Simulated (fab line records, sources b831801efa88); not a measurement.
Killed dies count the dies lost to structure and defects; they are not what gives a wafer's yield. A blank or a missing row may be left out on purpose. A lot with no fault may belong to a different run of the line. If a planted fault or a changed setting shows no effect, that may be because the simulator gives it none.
Which of the tools did it? + flow sky130 + 6 lots, 17 wafers sampled, at 4 steps of a route of 708

## WHAT THE GAUGES READ, wafer by wafer
SKY_CONTACT_THK_MEAS_03.
| lot  | measured     | on            | CONTACT_HDPCVD_THK (nm) |
|------|--------------|---------------|-------------------------|
| L706 | day 31 12:14 | film metro-03 | 568 567 562             |
| L709 | day 32 09:13 | film metro-01 | 558 559 558             |
| L717 | day 35 02:56 | film metro-03 | 558 544                 |
| L720 | day 35 21:54 | film metro-01 | 567 568 567             |
| L722 | day 36 15:37 | film metro-01 | 555 556 549             |
| L726 | day 37 19:17 | film metro-02 | 562 563 557             |

## WHAT TOOL EACH LOT RAN ON (gives the tool, then ch and the chambers of the sampled wafers, and finally the start)
| lot  | SKY_GATE_OXIDE_STRIP_13              | SKY_LDD_LDN_STRIP_12                 | SKY_CONTACT_HDPCVD_02            |
|------|--------------------------------------|--------------------------------------|----------------------------------|
| L706 | plasma asher-04 ch 0,1, day 14 19:30 | plasma asher-01 ch 0,1, day 24 01:41 | hdpcvd-02 ch 0,1,2, day 31 12:10 |
| L709 | plasma asher-04 ch 0,1, day 15 18:05 | plasma asher-04 ch 0,1, day 25 03:01 | hdpcvd-02 ch 0,1,2, day 32 09:08 |
| L717 | plasma asher-04 ch 0, day 18 14:10   | plasma asher-04 ch 0,1, day 28 00:44 | hdpcvd-02 ch 0,2, day 35 02:52   |
| L720 | plasma asher-04 ch 0,1, day 19 18:26 | plasma asher-04 ch 0,1, day 28 21:40 | hdpcvd-01 ch 0,1,2, day 35 21:50 |
| L722 | plasma asher-03 ch 1, day 20 17:14   | plasma asher-04 ch 0,1, day 29 16:56 | hdpcvd-01 ch 0,1,2, day 36 15:32 |
| L726 | plasma asher-04 ch 0,1, day 22 05:05 | plasma asher-03 ch 0,1, day 30 23:05 | hdpcvd-02 ch 0,2, day 37 19:12   |
- SKY_GATE_OXIDE_STRIP_13: strips in O2/N2.
- SKY_LDD_LDN_STRIP_12: strips in O2/N2.
- SKY_CONTACT_HDPCVD_02: deposits SiO2, target thk 565 nm, time 94.2 s.

## THE ANSWER, worked out from the rows above alone
Rule: the lots themselves supply what counts as usual. Put in order of their means at a reading, lots are off if they are a third of the lots or fewer, leave a main group of 4 or more, and stand apart from it by a gap of 3 or more times the standard deviation of the main group's means; of several such gaps the widest counts. A main group whose means are all the same, to the digits that the tables above print for the reading, isn't used. Also off: a lot with no number at a reading for which 4 or more lots have one. All remaining lots with rows at the step are treated as sound.
Nothing can be told from this: no lot is off at any reading shown.

## WHAT THE SIMULATOR PUT IN
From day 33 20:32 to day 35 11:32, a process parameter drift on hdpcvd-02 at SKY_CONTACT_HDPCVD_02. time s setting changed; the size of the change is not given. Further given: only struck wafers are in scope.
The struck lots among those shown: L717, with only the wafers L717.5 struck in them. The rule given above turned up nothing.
